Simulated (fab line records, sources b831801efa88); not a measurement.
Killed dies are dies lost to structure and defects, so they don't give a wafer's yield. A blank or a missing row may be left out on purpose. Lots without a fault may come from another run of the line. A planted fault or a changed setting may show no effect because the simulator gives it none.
Which tool did it? | flow gf180mcu | 11 lots, 33 wafers sampled, at 2 steps of a route of 602

WHAT THE GAUGES READ, wafer by wafer
GF_V1_RS_MEAS_24: measures by four-point-probe.
lot  | measured     | on            | V1_W_RS (ohm/sq)
L353 | day 19 16:21 | film_metro-04 | 0.169 0.320 0.335 0.169 0.319 0.336
L354 | day 20 00:35 | film_metro-01 | 0.170 0.164 0.337 0.170 0.164 0.337
L362 | day 22 23:37 | film_metro-01 | 0.335 0.330 0.320
L363 | day 23 06:22 | film_metro-01 | 0.320 0.332 0.335
L364 | day 23 17:06 | film_metro-02 | 0.321 0.323 0.317
L367 | day 24 14:40 | film_metro-02 | 0.321 0.333 0.323
L369 | day 25 02:58 | film_metro-02 | 0.338 0.321 0.329
L370 | day 25 13:14 | film_metro-01 | 0.322 0.321 0.334
L371 | day 25 21:04 | film_metro-02 | 0.331 0.322 0.322
L372 | day 26 04:08 | film_metro-04 | 0.332 0.320 0.321
L373 | day 26 08:17 | film_metro-04 | 0.322 0.329 0.322

WHICH TOOL RAN EACH LOT (tool, then ch and the chambers of the sampled wafers, then the start)
lot  | GF_V1_CVD_23
L353 | cvd_w-01 ch 0,1, day 19 16:13
L354 | cvd_w-01 ch 0,1, day 20 00:28
L362 | cvd_w-01 ch 0,1, day 22 23:29
L363 | cvd_w-01 ch 0,1, day 23 06:15
L364 | cvd_w-02 ch 0,1, day 23 16:59
L367 | cvd_w-02 ch 0,1, day 24 14:34
L369 | cvd_w-01 ch 0,1, day 25 02:50
L370 | cvd_w-01 ch 0,1, day 25 13:06
L371 | cvd_w-02 ch 0,1, day 25 20:57
L372 | cvd_w-01 ch 0,1, day 26 04:02
L373 | cvd_w-02 ch 0,1, day 26 08:11
- GF_V1_CVD_23: deposits W, target thk 350 nm, time 105.05 s.

WHAT THE TOOLS THEMSELVES READ (means of the sampled wafers that have a number; where no wafer has one, the mark that the record gives instead)
GF_V1_CVD_23.
lot  | tool     | heater_power_w (W) | susceptor_temp_C (C)
L353 | cvd_w-01 | 732                | 399.99
L354 | cvd_w-01 | 737                | 399.93
L362 | cvd_w-01 | 732                | 400.04
L363 | cvd_w-01 | 726                | 400.26
L364 | cvd_w-02 | 988                | 399.89
L367 | cvd_w-02 | 998                | 400.05
L369 | cvd_w-01 | 735                | 399.76
L370 | cvd_w-01 | 714                | 399.67
L371 | cvd_w-02 | 1005               | 399.86
L372 | cvd_w-01 | 712                | 400.12
L373 | cvd_w-02 | 996                | 400.13

THE ANSWER, worked out from the rows above alone
Rule: what is usual is taken from the lots themselves. Put in order of their means at a reading, lots are off if they are a third of the lots or fewer, leave a main group of 4 or more, and stand apart from it by a gap of 3 or more times the standard deviation of the main group's means; of several such gaps the widest counts. A main group whose means are all the same, to the digits that the tables above print for the reading, isn't used. A lot without any number at a reading at which 4 lots or more have one is off too. The other lots that the step has rows for count as sound. The gauges are gone through in route order, then the tools' own readings, and for those a lot's mean is taken as printed above. The first step at which some lot is off is used, and at that step the reading that is off furthest; a lot without a number counts as furthest.
Off: L353, L354, at GF_V1_RS_MEAS_24 (V1_W_RS). The main group: mean 0.326 ohm/sq, standard deviation 0.0027.
A tool fits if, at a process step before that reading, it ran every lot that is off, and no sound lot after the first of them. The gauges at GF_V1_RS_MEAS_24 are tried like those tools. None of those tried fits.

WHAT THE SIMULATOR HAD PUT IN
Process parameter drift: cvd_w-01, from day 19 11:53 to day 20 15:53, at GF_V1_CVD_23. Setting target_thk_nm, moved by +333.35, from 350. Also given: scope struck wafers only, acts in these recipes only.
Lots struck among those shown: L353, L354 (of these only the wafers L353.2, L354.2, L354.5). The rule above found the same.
